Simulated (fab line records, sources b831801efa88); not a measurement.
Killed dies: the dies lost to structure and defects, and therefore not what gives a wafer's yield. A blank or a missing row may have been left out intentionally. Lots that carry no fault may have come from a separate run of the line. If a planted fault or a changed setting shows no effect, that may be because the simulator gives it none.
Which tool is to blame?	flow gf180mcu	Sampling: 12 lots, 36 wafers, 5 of 602 route steps

== WHAT EACH GAUGE READ, for each wafer ==
GF_STI_THK_MEAS_04. Usual: for STI_CVD_03_THK the level is 206.5 nm and the standard deviation is 2.4.
lot	measured	on	STI_CVD_03_THK (nm)	flag
L309	day 1 19:02	filmMetro-01	206.8 207.7 207.9	
L312	day 2 09:58	filmMetro-04	209.8 207.5 208.9	
L316	day 3 05:51	filmMetro-03	246.7 248.8 246.8	OFF
L317	day 3 12:50	filmMetro-03	244.2 244.7 244.5	OFF
L318	day 3 18:17	filmMetro-04	207.5 206.1 208.6	
L321	day 4 08:36	filmMetro-01	208.3 208.1 206.0	
L323	day 4 18:23	filmMetro-03	208.3 209.0 209.4	
L325	day 5 02:34	filmMetro-01	207.6 208.6 206.7	
L328	day 5 22:12	filmMetro-01	206.2 206.3 206.3	
L329	day 6 00:13	filmMetro-03	209.6 209.5 208.3	
L330	day 6 04:32	filmMetro-04	212.0 210.3 210.7	
L331	day 6 08:34	filmMetro-03	207.0 206.9 208.2	

GF_STI_THK_MEAS_24. Usual: for STI_CVD_23_THK the level is 647 nm and the standard deviation is 7.9.
lot	measured	on	STI_CVD_23_THK (nm)	flag
L309	day 2 09:11	filmMetro-03	661 652 659	
L312	day 3 00:00	filmMetro-01	656 649 654	
L316	day 3 20:54	filmMetro-04	646 648 652	
L317	day 4 03:34	filmMetro-03	637 644 637	
L318	day 4 10:47	filmMetro-03	645 653 643	
L321	day 4 23:35	filmMetro-04	643 642 641	
L323	day 5 12:39	filmMetro-01	639 639 637	
L325	day 5 21:25	filmMetro-03	638 649 643	
L328	day 6 14:42	filmMetro-01	648 642 649	
L329	day 6 16:22	filmMetro-01	635 643 636	
L330	day 6 22:15	filmMetro-04	657 654 653	
L331	day 7 01:55	filmMetro-03	645 646 642	

GF_LVPWELL_OVL_MEAS_07. Usual: for LVPWELL_OVL the level is 1.0 nm and the standard deviation is 1.2.
lot	measured	on	LVPWELL_OVL (nm)	flag
L309	day 4 03:44	overlay-02	0.4 0.8 -0.3	
L312	day 4 17:34	overlay-01	-1.5 -2.3 -1.7	
L316	day 5 16:46	overlay-01	2.0 1.1 1.5	
L317	day 6 00:53	overlay-02	2.5 1.8 1.9	
L318	day 6 09:44	overlay-02	3.2 0.8 1.3	
L321	day 6 22:13	overlay-02	1.0 -0.1 0.3	
L323	day 7 18:31	overlay-01	-1.2 0.2 0.2	
L325	day 7 23:15	overlay-02	-0.3 1.0 1.2	
L328	day 8 17:36	overlay-01	-0.2 1.6 0.4	
L329	day 8 20:32	overlay-02	1.5 1.3 2.6	
L330	day 9 01:20	overlay-02	-0.6 0.3 -0.1	
L331	day 9 06:03	overlay-01	2.3 3.6 1.6	

== WHICH TOOL RAN EACH LOT (tool, then ch and the chambers of the sampled wafers, then the start) ==
lot	GF_STI_CVD_03	GF_STI_ETCH_13
L309	lpcvd-01 ch 1, day 1 17:04	rieDiel-03 ch 1,2,3, day 2 07:01
L312	lpcvd-02 ch 1, day 2 07:58	rieDiel-03 ch 2,3, day 2 22:07
L316	lpcvd-01 ch 1, day 3 03:51	rieDiel-04 ch 0,1, day 3 18:22
L317	lpcvd-01 ch 1, day 3 10:50	rieDiel-04 ch 0,1,3, day 4 01:40
L318	lpcvd-02 ch 1, day 3 16:18	rieDiel-04 ch 0,1,2, day 4 08:07
L321	lpcvd-02 ch 0, day 4 06:37	rieDiel-01 ch 0,2, day 4 21:43
L323	lpcvd-02 ch 1, day 4 15:24	rieDiel-01 ch 0,1,3, day 5 08:43
L325	lpcvd-02 ch 0, day 5 00:34	rieDiel-04 ch 0,1,3, day 5 16:53
L328	lpcvd-01 ch 1, day 5 20:13	rieDiel-04 ch 0,1,3, day 6 12:46
L329	lpcvd-02 ch 1, day 5 22:14	rieDiel-01 ch 0,1,2, day 6 14:29
L330	lpcvd-02 ch 0, day 6 02:32	rieDiel-03 ch 1,3, day 6 20:07
L331	lpcvd-01 ch 1, day 6 06:34	rieDiel-04 ch 1,2, day 6 23:29
- GF_STI_CVD_03: deposits Si3N4 from DCS/NH3, target thk 207.16 nm, time 3551 s.
- GF_STI_ETCH_13: etches the open film in CHF3/O2, stops on Si, target depth 282.31 nm, time 112.9 s.

== WHAT THE TOOLS THEMSELVES READ (means of the sampled wafers that have a number; where no wafer has one, the mark that the record gives instead) ==
GF_STI_CVD_03. Usual: zonePowerLowerPct at 12.6 %, with a standard deviation of 0.86.
lot	tool	zonePowerLowerPct (%)	flag
L309	lpcvd-01	12.5	
L312	lpcvd-02	11.9	
L316	lpcvd-01	12.6	
L317	lpcvd-01	12.6	
L318	lpcvd-02	11.8	
L321	lpcvd-02	14.2	
L323	lpcvd-02	11.8	
L325	lpcvd-02	14.0	
L328	lpcvd-01	12.6	
L329	lpcvd-02	11.7	
L330	lpcvd-02	14.1	
L331	lpcvd-01	12.6	

GF_STI_ETCH_13. Usual: biasW 200.0 W, standard deviation 0.62; chf3FlowSccm 50.00 sccm, standard deviation 0.14; drypumpMotorCurrentA 5.7 A, standard deviation 0.35; oesProductAu 0.832 a.u., standard deviation 0.0065; throttleValvePct 8.810 %, standard deviation 0.0095.
lot	tool	biasW (W)	chf3FlowSccm (sccm)	drypumpMotorCurrentA (A)	oesProductAu (a.u.)	throttleValvePct (%)	flag
L309	rieDiel-03	200.2	49.87	5.8	0.833	8.811	
L312	rieDiel-03	200.3	50.10	5.7	0.835	8.811	
L316	rieDiel-04	200.2	49.81	5.4	0.923	8.834	OFF
L317	rieDiel-04	199.9	49.94	5.5	0.919	8.829	OFF
L318	rieDiel-04	199.2	49.98	5.4	0.835	8.816	
L321	rieDiel-01	200.0	50.01	5.9	0.828	8.801	
L323	rieDiel-01	200.3	50.02	5.9	0.841	8.811	
L325	rieDiel-04	200.6	50.01	5.5	0.829	8.800	
L328	rieDiel-04	200.6	49.91	5.6	0.833	8.802	
L329	rieDiel-01	199.9	49.97	5.9	0.835	8.799	
L330	rieDiel-03	199.7	50.13	5.8	0.841	8.808	
L331	rieDiel-04	199.6	50.02	5.4	0.835	8.824	

== THE ANSWER, worked out from the rows above alone ==
Rule: take the mean of a lot's wafers that have a number; if it is more than 3 standard deviations from the usual mean, the lot is off. Also off: a lot with no number at a reading for which 4 or more lots have one. Where the step has rows for the other lots, those lots are counted as sound. Order of review: gauges by route order, followed by the tools' own readings, for which a lot's mean as printed above is used. The first step at which some lot is off is used, and at that step the reading that is off furthest; a lot without a number counts as furthest.
Off: L316, L317, at GF_STI_THK_MEAS_04 (STI_CVD_03_THK).
If a tool, at a process step before that reading, ran all the lots that are off and no sound lot after the first of them, it fits. The gauges at GF_STI_THK_MEAS_04 aren't tried: what is off there is off at GF_STI_ETCH_13 too, on other tools, and a gauge's error can't cause that. No candidate that was tried fits.

== WHAT THE SIMULATOR HAD PUT IN ==
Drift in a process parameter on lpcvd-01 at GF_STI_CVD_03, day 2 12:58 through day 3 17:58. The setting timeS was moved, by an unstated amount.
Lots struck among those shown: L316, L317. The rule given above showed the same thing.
